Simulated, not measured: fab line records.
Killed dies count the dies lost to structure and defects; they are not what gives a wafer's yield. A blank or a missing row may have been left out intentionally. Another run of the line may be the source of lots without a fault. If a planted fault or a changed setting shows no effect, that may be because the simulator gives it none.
fab line records | flow gf180mcu
record: lots: 24 wafers: 72 last-day: 35
route steps=602 shown V1@340 M2@376 V2@384 TOP_METAL@583
lots with no fault: from the same line, run without faults
start-h: the number of hours between the record's first day and the start of the first shown wafer of the lot | wait-h: hours elapsed since this lot's preceding step | " same as the row above | L1.1+2: one row covering several wafers at once | - either no value or no given start | * or withheld: withheld | < > ~ a bound
route shown NAME@n: names a module that has steps shown in the file, with the first one's number in the route | usual: mean/standard deviation taken from wafers without a fault | same: alike in all rows | chamber/n: place in a boat | sites: each site's reading | _std_site: standard deviation of those values | _edge_site: mean of outer sites minus mean of inner sites | radius-mm: for every site, how far away it sits from the centre of the wafer | mask NAME#n: copy n | behind: the last tool/chamber to shape the wafer | hold: why the lot went on hold/how many hours it stayed there/how the hold came to an end | device: whichever transistor did not switch (one of n, p or np) | end of line: tests of these same wafers at the route's end | step lacking rows: just its recipe | killed: not the wafer's yield, but the dies lost to structure and defects at the first sort | map: dies across one wafer; x = killed, . = not, _ = none there
set.NAME: the setting as run; set.NAME@STEP: as run at that earlier step | model.NAME: the simulator's own value behind a step, which no gauge read
one table for each step of the route and one row for each wafer, over a sample of lots
services: a tool's chamber out of use, with start hour (start-h, from the record's first day; less than 0 if before it), hours out, and reason
== steps ==
step: GF_V1_BOW_MEAS_05
recipe: mode: bow
usual: V1_BOW: 83/8.1
columns lot.wafer tool chamber start-h wait-h V1_BOW[um]
L074.1 film-metro-04 - 398.21 0.1 95
L074.4 " - " " 84
L074.5 " - " " 87
L075.2 film-metro-03 - 404.78 0.2 94
L075.4 " - " " 95
L075.5 " - " " 81
L076.1 film-metro-04 - 409.85 0.1 84
L076.3 " - " " 68
L076.4 " - " " 83
L077.1 film-metro-02 - 430.60 0.1 84
L077.3 " - " " 81
L077.6 " - " " 85
L078.1 film-metro-03 - 440.06 0.1 82
L078.2 " - " " 83
L078.5 " - " " 93
L079.1 film-metro-04 - 452.22 0.1 81
L079.2 " - " " 74
L079.6 " - " " 77
L080.3 film-metro-02 - 461.36 0.1 81
L080.4 " - " " 71
L080.6 " - " " 78
L081.2 film-metro-02 - 473.64 0.2 79
L081.3 " - " " 73
L081.4 " - " " 68
L082.1 film-metro-04 - 473.64 0.2 88
L082.4 " - " " 84
L082.5 " - " " 76
L083.3 film-metro-03 - 480.21 0.2 83
L083.4 " - " " 72
L083.6 " - " " 77
L084.2 film-metro-04 - 498.25 0.2 83
L084.3 " - " " 64
L084.5 " - " " 79
L085.1 film-metro-02 - 501.49 0.2 77
L085.3 " - " " 89
L085.4 " - " " 91
L086.1 film-metro-04 - 511.37 0.1 99
L086.3 " - " " 99
L086.5 " - " " 102
L087.2 film-metro-04 - 518.72 0.3 74
L087.3 " - " " 83
L087.5 " - " " 83
L088.2 film-metro-04 - 528.54 0.3 91
L088.3 " - " " 89
L088.5 " - " " 81
L089.1 film-metro-03 - 534.83 0.1 93
L089.4 " - " " 97
L089.6 " - " " 100
L090.3 film-metro-04 - 555.24 0.2 88
L090.4 " - " " 85
L090.6 " - " " 96
L091.2 film-metro-04 - 555.79 0.2 80
L091.3 " - " " 72
L091.5 " - " " 82
L092.2 film-metro-04 - 558.57 0.2 75
L092.3 " - " " 75
L092.6 " - " " 72
L093.1 film-metro-02 - 564.69 0.2 81
L093.4 " - " " 85
L093.5 " - " " 83
L094.3 film-metro-02 - 577.26 0.2 82
L094.4 " - " " 82
L094.6 " - " " 77
L095.2 film-metro-02 - 582.34 0.1 95
L095.3 " - " " 84
L095.6 " - " " 85
L096.1 film-metro-04 - 601.75 0.1 93
L096.2 " - " " 77
L096.3 " - " " 82
L097.2 film-metro-02 - 603.37 0.3 74
L097.4 " - " " 77
L097.5 " - " " 76
step: GF_V1_CMP_26
recipe: stop-on: SiO2 down-force-psi: 3.5 platen-rpm: 60 t-overpolish-s: 15 target-thk-nm: 0 pad-velocity-m-s: 0.94248
usual: motor-current-A: 11.0/1.5 overpolish-run-s: 15.000/0.01 time-to-endpoint-s: 84/3.3
columns lot.wafer tool chamber start-h wait-h motor-current-A overpolish-run-s time-to-endpoint-s
L074.4 cmp-02 1 423.00 0.0 10.5 14.993 88
L074.1 " 0 " " 10.8 15.003 81
L074.5 " 2 " " 13.9 14.999 81
L075.2 cmp-02 2 430.04 0.1 13.3 15.014 82
L075.4 " 3 " " 10.6 15.009 82
L075.5 " 0 " " 10.9 15.004 81
L076.4 cmp-01 2 435.33 0.0 9.9 15.006 86
L076.3 " 0 " " 10.6 15.016 90
L076.1 " 1 " " 9.8 15.002 79
L077.3 cmp-01 1 455.52 0.1 10.4 15.001 84
L077.1 " 2 " " 9.3 15.011 84
L077.6 " 0 " " 10.0 14.996 89
L078.2 cmp-01 1 466.29 0.0 10.2 15.002 83
L078.1 " 0 " " 10.0 14.999 91
L078.5 " 1 " " 10.3 15.001 81
L079.2 cmp-02 3 478.22 0.1 10.5 15.011 83
L079.1 " 1 " " 10.2 15.012 85
L079.6 " 2 " " 13.7 14.999 85
L080.3 cmp-01 2 487.01 0.0 9.7 15.001 87
L080.4 " 0 " " 9.5 14.993 92
L080.6 " 2 " " 9.5 14.984 84
L081.3 cmp-01 3 499.73 0.1 12.9 15.004 84
L081.2 " 0 " " 9.5 14.982 87
L081.4 " 1 " " 9.1 14.997 80
L082.4 cmp-02 3 499.93 0.1 10.9 15.004 87
L082.1 " 0 " " 11.0 14.998 88
L082.5 " 3 " " 10.4 15.012 87
L083.3 cmp-01 0 505.60 0.0 9.8 14.972 93
L083.4 " 1 " " 10.0 15.010 84
L083.6 " 0 " " 10.3 15.007 89
L084.2 cmp-01 1 522.33 0.0 9.8 15.010 81
L084.3 " 0 " " 9.9 15.010 90
L084.5 " 1 " " 10.5 15.005 83
L085.1 cmp-02 3 527.00 0.1 10.3 15.002 80
L085.4 " 0 " " 10.4 15.003 75
L085.3 " 2 " " 13.4 14.971 81
L086.3 cmp-01 3 535.91 0.1 13.1 15.003 84
L086.1 " 1 " " 10.4 15.004 82
L086.5 " 2 " " 9.8 15.004 84
L087.3 cmp-01 0 542.94 0.1 10.3 14.986 87
L087.2 " 1 " " 9.9 15.004 84
L087.5 " 0 " " 10.1 15.002 90
L088.2 cmp-01 3 552.44 0.1 14.1 15.018 85
L088.3 " 0 " " 9.9 14.988 86
L088.5 " 2 " " 9.6 15.001 84
L089.4 cmp-02 1 558.64 0.1 9.9 15.008 89
L089.1 " 3 " " 10.0 14.999 87
L089.6 " 0 " " 11.0 14.987 83
L090.4 cmp-02 2 578.47 0.7 13.0 15.014 85
L090.3 " 3 " " 9.8 14.977 82
L090.6 " 1 " " 10.7 14.983 88
L091.2 cmp-02 2 579.32 0.6 13.0 15.004 80
L091.3 " 0 " " 11.1 15.005 81
L091.5 " 2 " " 12.9 15.003 83
L092.2 cmp-02 2 582.72 0.5 13.6 15.031 82
L092.3 " 3 " " 10.6 15.013 83
L092.6 " 1 " " 10.1 14.995 90
L093.4 cmp-02 2 587.64 0.1 13.7 14.999 80
L093.1 " 0 " " 10.4 15.011 84
L093.5 " 2 " " 13.8 14.996 84
L094.4 cmp-02 3 599.43 0.0 9.8 15.001 83
L094.3 " 1 " " 10.6 14.982 85
L094.6 " 3 " " 10.7 14.996 80
L095.3 cmp-01 2 604.92 0.1 9.3 15.007 85
L095.2 " 0 " " 10.0 14.994 89
L095.6 " 1 " " 9.7 15.003 80
L096.3 cmp-02 1 624.24 0.1 10.5 15.001 86
L096.2 " 2 " " 13.6 15.000 82
L096.1 " 3 " " 10.0 15.006 82
L097.4 cmp-01 3 625.77 0.1 13.1 14.986 85
L097.2 " 1 " " 10.5 14.985 83
L097.5 " 2 " " 9.8 15.012 83
step: GF_M2_CD_MEAS_14
recipe: target-cd-nm: 280
usual: cd-nm: 279.6/1.2
columns lot.wafer tool chamber start-h wait-h cd-nm
L074.1 cd-sem-02 - 447.70 0.1 277.9
L074.4 " - " " 278.3
L074.5 " - " " 280.0
L075.2 cd-sem-01 - 453.82 0.1 278.9
L075.4 " - " " 278.7
L075.5 " - " " 279.5
L076.1 cd-sem-01 - 460.13 0.1 278.1
L076.3 " - " " 279.1
L076.4 " - " " 279.9
L077.1 cd-sem-01 - 479.88 0.1 278.8
L077.3 " - " " 278.7
L077.6 " - " " 280.2
L078.1 cd-sem-02 - 491.20 0.1 278.8
L078.2 " - " " 279.9
L078.5 " - " " 279.7
L079.1 cd-sem-01 - 502.60 0.1 280.5
L079.2 " - " " 280.0
L079.6 " - " " 281.2
L080.3 cd-sem-01 - 510.99 0.1 280.6
L080.4 " - " " 281.0
L080.6 " - " " 280.5
L081.2 cd-sem-01 - 523.30 0.1 279.9
L081.3 " - " " 279.9
L081.4 " - " " 278.4
L082.1 cd-sem-02 - 523.50 0.1 279.0
L082.4 " - " " 278.8
L082.5 " - " " 279.5
L083.3 cd-sem-02 - 529.94 0.1 279.4
L083.4 " - " " 280.6
L083.6 " - " " 279.4
L084.2 cd-sem-02 - 545.93 0.1 281.2
L084.3 " - " " 281.8
L084.5 " - " " 283.2
L085.1 cd-sem-02 - 549.83 0.1 281.1
L085.3 " - " " 281.5
L085.4 " - " " 280.9
L086.1 cd-sem-01 - 558.03 0.1 279.7
L086.3 " - " " 279.3
L086.5 " - " " 279.6
L087.2 cd-sem-02 - 563.58 0.1 277.9
L087.3 " - " " 279.5
L087.5 " - " " 279.5
L088.2 cd-sem-01 - 574.13 0.1 277.8
L088.3 " - " " 278.2
L088.5 " - " " 277.2
L089.1 cd-sem-02 - 581.86 0.1 278.6
L089.4 " - " " 277.2
L089.6 " - " " 277.8
L090.3 cd-sem-01 - 599.80 0.1 279.0
L090.4 " - " " 278.8
L090.6 " - " " 277.8
L091.2 cd-sem-02 - 600.72 0.1 277.4
L091.3 " - " " 277.8
L091.5 " - " " 277.2
L092.2 cd-sem-02 - 604.02 0.1 279.0
L092.3 " - " " 279.8
L092.6 " - " " 279.2
L093.1 cd-sem-01 - 608.60 0.1 279.6
L093.4 " - " " 278.2
L093.5 " - " " 278.9
L094.3 cd-sem-01 - 620.89 0.1 281.8
L094.4 " - " " 281.1
L094.6 " - " " 280.5
L095.2 cd-sem-02 - 626.43 0.1 279.2
L095.3 " - " " 279.3
L095.6 " - " " 279.3
L096.1 cd-sem-02 - 645.38 0.1 280.4
L096.2 " - " " 279.8
L096.3 " - " " 280.8
L097.2 cd-sem-01 - 646.58 0.1 279.2
L097.4 " - " " 279.2
L097.5 " - " " 279.7
step: GF_M2_OVL_MEAS_15
usual: M2_OVL: 1/5.9
columns lot.wafer tool chamber start-h wait-h M2_OVL[nm]
L074.1 overlay-01 - 447.82 0.1 1
L074.4 " - " " 5
L074.5 " - " " 0
L075.2 overlay-02 - 453.93 0.1 3
L075.4 " - " " 5
L075.5 " - " " 3
L076.1 overlay-01 - 460.25 0.1 -1
L076.3 " - " " -4
L076.4 " - " " 3
L077.1 overlay-01 - 480.00 0.1 -5
L077.3 " - " " -2
L077.6 " - " " -6
L078.1 overlay-02 - 491.32 0.1 2
L078.2 " - " " 12
L078.5 " - " " 7
L079.1 overlay-01 - 502.72 0.1 1
L079.2 " - " " 0
L079.6 " - " " 2
L080.3 overlay-01 - 511.08 0.1 -2
L080.4 " - " " 6
L080.6 " - " " 6
L081.2 overlay-02 - 523.40 0.1 8
L081.3 " - " " -6
L081.4 " - " " 7
L082.1 overlay-01 - 523.62 0.1 6
L082.4 " - " " 5
L082.5 " - " " 0
L083.3 overlay-02 - 530.03 0.1 -4
L083.4 " - " " 1
L083.6 " - " " 4
L084.2 overlay-02 - 546.03 0.1 20
L084.3 " - " " 6
L084.5 " - " " 4
L085.1 overlay-02 - 549.95 0.1 -3
L085.3 " - " " -4
L085.4 " - " " -7
L086.1 overlay-01 - 558.15 0.1 -2
L086.3 " - " " -6
L086.5 " - " " -7
L087.2 overlay-02 - 563.68 0.1 -5
L087.3 " - " " -2
L087.5 " - " " -4
L088.2 overlay-02 - 574.23 0.1 -1
L088.3 " - " " -10
L088.5 " - " " -6
L089.1 overlay-01 - 581.98 0.1 3
L089.4 " - " " 1
L089.6 " - " " -1
L090.3 overlay-01 - 599.89 0.1 0
L090.4 " - " " 2
L090.6 " - " " -2
L091.2 overlay-01 - 600.83 0.1 -6
L091.3 " - " " -1
L091.5 " - " " 5
L092.2 overlay-02 - 604.13 0.1 0
L092.3 " - " " -6
L092.6 " - " " -2
L093.1 overlay-01 - 608.72 0.1 -9
L093.4 " - " " -1
L093.5 " - " " -9
L094.3 overlay-01 - 620.98 0.1 0
L094.4 " - " " 6
L094.6 " - " " 1
L095.2 overlay-01 - 626.53 0.1 0
L095.3 " - " " 10
L095.6 " - " " 2
L096.1 overlay-01 - 645.50 0.1 14
L096.2 " - " " 5
L096.3 " - " " 13
L097.2 overlay-01 - 646.68 0.1 5
L097.4 " - " " -1
L097.5 " - " " -4
step: GF_V2_CVD_02
recipe: material: SiO2 target-thk-nm: 850 precursor: TEOS temp-c: 400 time-s: 94.851 rf-w: 600
usual: heater-power-w: 665/100 rf-fwd-power-W: 595.8/2.4
columns lot.wafer tool chamber start-h wait-h heater-power-w rf-fwd-power-W
L074.1 pecvd-01 2 448.76 0.1 626 599.6
L074.4 " 2 " " 494 596.6
L074.5 " 0 " " 713 596.5
L075.2 pecvd-04 1 454.74 0.0 472 593.8
L075.4 " 0 " " 700 593.5
L075.5 " 1 " " 531 593.5
L076.1 pecvd-04 2 461.09 0.1 630 594.5
L076.3 " 0 " " 713 593.1
L076.4 " 1 " " 591 595.0
L077.1 pecvd-02 2 480.91 0.1 758 598.9
L077.3 " 0 " " 566 595.4
L077.6 " 1 " " 613 592.1
L078.1 pecvd-04 1 492.30 0.1 589 591.2
L078.2 " 2 " " 746 593.1
L078.5 " 2 " " 584 591.6
L079.1 pecvd-01 1 503.57 0.1 796 599.2
L079.2 " 0 " " 753 598.6
L079.6 " 0 " " 591 598.2
L080.3 pecvd-01 0 512.00 0.0 700 596.3
L080.4 " 1 " " 858 598.7
L080.6 " 0 " " 732 595.9
L081.2 pecvd-01 1 524.24 0.0 806 595.7
L081.3 " 0 " " 704 597.9
L081.4 " 2 " " 573 597.7
L082.1 pecvd-04 0 524.48 0.1 755 595.3
L082.4 " 0 " " 599 594.3
L082.5 " 2 " " 598 594.7
L083.3 pecvd-02 2 530.94 0.0 641 597.0
L083.4 " 0 " " 464 594.3
L083.6 " 2 " " 706 597.6
L084.2 pecvd-04 1 554.75 0.0 489 596.3
L084.3 " 2 " " 605 595.8
L084.5 " 2 " " 668 593.7
L085.1 pecvd-01 1 554.86 0.1 708 597.8
L085.3 " 2 " " 526 599.1
L085.4 " 0 " " 718 595.6
L086.1 pecvd-02 2 558.96 0.1 742 597.2
L086.3 " 1 " " 681 597.4
L086.5 " 1 " " 739 596.7
L087.2 pecvd-04 2 564.49 0.0 677 593.2
L087.3 " 1 " " 521 593.4
L087.5 " 0 " " 716 592.7
L088.2 pecvd-01 0 575.16 0.0 680 595.4
L088.3 " 0 " " 713 596.2
L088.5 " 0 " " 745 596.8
L089.1 pecvd-02 0 582.90 0.1 472 590.0
L089.4 " 0 " " 533 592.8
L089.6 " 2 " " 752 596.4
L090.3 pecvd-02 2 600.69 0.0 768 597.2
L090.4 " 1 " " 753 595.6
L090.6 " 0 " " 587 595.6
L091.2 pecvd-02 0 601.63 0.0 575 594.6
L091.3 " 2 " " 773 599.2
L091.5 " 2 " " 621 597.5
L092.2 pecvd-01 0 604.93 0.0 694 595.5
L092.3 " 1 " " 812 598.3
L092.6 " 0 " " 712 594.7
L093.1 pecvd-01 2 609.57 0.1 585 601.2
L093.4 " 1 " " 800 598.3
L093.5 " 0 " " 712 598.7
L094.3 pecvd-02 2 621.78 0.0 761 598.8
L094.4 " 0 " " 577 592.2
L094.6 " 2 " " 624 595.9
L095.2 pecvd-02 0 627.34 0.0 488 598.3
L095.3 " 2 " " 741 593.8
L095.6 " 0 " " 537 601.7
L096.1 pecvd-04 2 646.31 0.1 701 597.5
L096.2 " 0 " " 711 596.2
L096.3 " 1 " " 525 592.6
L097.2 pecvd-01 2 647.49 0.0 632 598.2
L097.4 " 1 " " 859 595.6
L097.5 " 0 " " 715 597.3
step: GF_TOP_METAL_METAL_ETCH_16
recipe: chemistry: Cl2/BCl3 mask-material: NOVOLAK target-depth-nm: 1077.5 stop-on: SiO2 pressure-mtorr: 8 icp-w: 800 bias-w: 140 Cl2_flow_sccm: 80 bcl3-flow-sccm: 40 time-s: 179.6
usual: drypump-motor-current-A: 5.7/0.6 he-backside-leak-sccm: 3.40/0.24 oes-product-au: 0.967/0.0063 rf-fwd-power-W: 797.0/2.4 throttle-valve-pct: 28.256/0.01
columns lot.wafer tool chamber start-h wait-h drypump-motor-current-A he-backside-leak-sccm oes-product-au rf-fwd-power-W rf-hours-counter-h throttle-valve-pct
L074.1 rie-metal-01 1 666.11 0.0 5.4 3.61 0.970 798.5 6 28.245
L074.4 " 1 " " 5.4 3.78 0.978 798.3 - 28.222
L074.5 " 1 " " 5.4 3.58 0.972 799.6 - 28.271
L075.2 rie-metal-03 1 668.91 0.0 4.8 3.19 0.970 800.3 10 28.240
L075.4 " 0 " " 6.0 3.08 0.961 799.2 - 28.267
L075.5 " 0 " " 6.1 3.01 0.951 797.3 - 28.265
L076.1 rie-metal-03 0 672.93 0.0 6.0 3.14 0.960 796.6 7 28.258
L076.3 " 0 " " 6.0 3.21 0.967 798.8 - 28.259
L076.4 " 1 " " 4.8 3.08 0.962 796.3 - 28.258
L077.1 rie-metal-03 1 690.56 0.0 4.8 3.11 0.964 794.1 11 28.259
L077.3 " 1 " " 4.8 3.14 0.971 798.6 - 28.250
L077.6 " 0 " " 6.0 3.15 0.961 798.6 - 28.253
L078.1 rie-metal-03 0 704.66 0.0 6.0 3.26 0.969 795.2 8 28.241
L078.2 " 1 " " 4.8 3.13 0.964 789.6 11 28.264
L078.5 " 1 " " 4.8 3.18 0.975 796.2 - 28.254
L079.1 rie-metal-02 0 708.46 0.0 5.4 3.86 0.964 799.5 4 28.256
L079.2 " 1 " " 6.6 3.57 0.978 798.5 3 28.261
L079.6 " 0 " " 5.4 3.49 0.977 797.7 - 28.233
L080.3 rie-metal-01 0 712.66 0.1 5.6 3.42 0.964 795.1 - 28.257
L080.4 " 1 " " 5.4 3.61 0.970 793.8 - 28.259
L080.6 " 0 " " 5.6 3.53 0.958 796.1 - 28.260
L081.2 rie-metal-03 0 721.13 0.0 6.1 3.18 0.974 793.7 9 28.253
L081.3 " 1 " " 4.7 3.06 0.968 794.8 - 28.256
L081.4 " 0 " " 6.1 3.23 0.970 796.2 - 28.237
L082.1 rie-metal-01 0 723.31 0.0 5.6 3.45 0.969 799.1 4 28.258
L082.4 " 1 " " 5.4 3.48 0.959 796.6 - 28.242
L082.5 " 0 " " 5.6 3.44 0.982 791.8 - 28.261
L083.3 rie-metal-03 1 725.19 0.1 4.8 3.11 0.968 799.8 - 28.247
L083.4 " 0 " " 6.1 3.12 0.967 799.7 - 28.254
L083.6 " 1 " " 4.8 3.13 0.967 797.5 - 28.241
L084.2 rie-metal-02 1 747.61 0.0 6.6 3.51 0.968 794.4 4 28.245
L084.3 " 0 " " 5.4 3.69 0.968 794.8 - 28.264
L084.5 " 0 " " 5.4 3.46 0.959 796.1 - 28.253
L085.1 rie-metal-01 1 748.86 0.0 5.4 3.84 0.964 795.7 10 28.276
L085.3 " 1 " " 5.4 3.74 0.981 794.8 - 28.270
L085.4 " 0 " " 5.6 3.54 0.967 796.1 - 28.244
L086.1 rie-metal-02 0 754.47 0.0 5.4 3.80 0.972 797.1 6 28.241
L086.3 " 0 " " 5.4 3.86 0.959 795.4 - 28.269
L086.5 " 1 " " 6.6 3.55 0.967 795.1 - 28.254
L087.2 rie-metal-03 0 754.59 0.0 6.0 3.15 0.968 798.8 11 28.252
L087.3 " 1 " " 4.8 3.10 0.958 797.7 - 28.271
L087.5 " 1 " " 4.8 3.09 0.959 797.7 - 28.244
L088.2 rie-metal-02 0 761.03 0.0 5.4 3.74 0.971 798.0 6 28.250
L088.3 " 0 " " 5.4 3.70 0.967 797.9 - 28.240
L088.5 " 1 " " 6.6 3.64 0.964 798.1 - 28.267
L089.1 rie-metal-03 1 769.30 0.0 4.8 3.14 0.969 794.7 14 28.261
L089.4 " 0 " " 6.0 3.26 0.961 800.5 - 28.273
L089.6 " 1 " " 4.8 3.17 0.961 798.0 - 28.287
L090.3 rie-metal-01 0 781.21 0.1 5.6 3.45 0.969 798.6 - 28.254
L090.4 " 1 " " 5.4 3.57 0.966 792.4 - 28.239
L090.6 " 1 " " 5.4 3.81 0.964 792.1 - 28.267
L091.2 rie-metal-02 0 783.28 0.0 5.4 3.60 0.970 794.5 7 28.265
L091.3 " 0 " " 5.4 3.67 0.970 798.1 - 28.249
L091.5 " 1 " " 6.6 3.53 0.962 800.7 - 28.258
L092.2 rie-metal-02 0 786.46 0.0 5.4 3.55 0.972 794.4 8 28.274
L092.3 " 0 " " 5.4 3.34 0.976 793.7 - 28.260
L092.6 " 1 " " 6.6 3.45 0.960 797.7 - 28.249
L093.1 rie-metal-02 1 790.16 0.0 6.6 3.47 0.970 798.2 7 28.259
L093.4 " 1 " " 6.6 3.48 0.957 794.8 - 28.251
L093.5 " 1 " " 6.5 3.58 0.974 801.3 - 28.253
L094.3 rie-metal-03 0 797.06 0.1 6.1 3.34 0.971 797.9 - 28.257
L094.4 " 1 " " 4.8 3.12 0.971 794.5 - 28.264
L094.6 " 1 " " 4.8 3.15 0.975 794.6 - 28.246
L095.2 rie-metal-02 1 804.39 0.1 6.6 3.56 0.962 791.9 - 28.263
L095.3 " 1 " " 6.6 3.59 0.959 796.4 - 28.264
L095.6 " 1 " " 6.6 3.44 0.964 794.0 - 28.262
L096.1 rie-metal-03 0 815.65 0.0 6.0 3.13 0.970 801.0 14 28.239
L096.2 " 1 " " 4.8 3.12 0.965 796.4 17 28.261
L096.3 " 1 " " 4.8 3.13 0.964 800.8 - 28.255
L097.2 rie-metal-01 1 816.70 0.0 5.4 3.93 0.974 797.1 13 28.252
L097.4 " 0 " " 5.6 3.55 0.967 798.9 - 28.250
L097.5 " 0 " " 5.6 3.47 0.956 799.4 - 28.263
== services ==
columns tool chamber start-h hours kind
cmp-01 - 404.00 4.0 pm
cmp-02 - 411.36 3.5 pm
cmp-01 - 421.71 2.1 repair
cmp-01 - 422.98 0.7 repair
cmp-01 - 442.69 2.4 repair
cmp-01 - 477.16 4.5 repair
cmp-02 - 518.96 1.6 repair
cmp-02 - 541.22 1.8 repair
cmp-01 - 548.49 2.0 repair
cmp-02 - 551.82 0.3 repair
cmp-02 - 572.62 4.0 pm
cmp-01 - 587.48 1.5 repair
cmp-02 - 624.80 3.8 repair
cmp-02 - 640.30 1.3 repair
cmp-02 - 657.46 9.1 repair
cmp-02 - 670.06 1.8 repair
cmp-01 - 678.37 1.0 repair
cmp-02 - 689.11 1.7 repair
cmp-02 - 701.99 7.1 pm
cmp-01 - 703.72 0.7 repair
cmp-01 - 726.52 0.7 repair
cmp-01 - 744.00 4.0 pm
cmp-01 - 748.00 3.5 pm
cmp-02 - 780.10 7.1 pm
== key ==
fault none
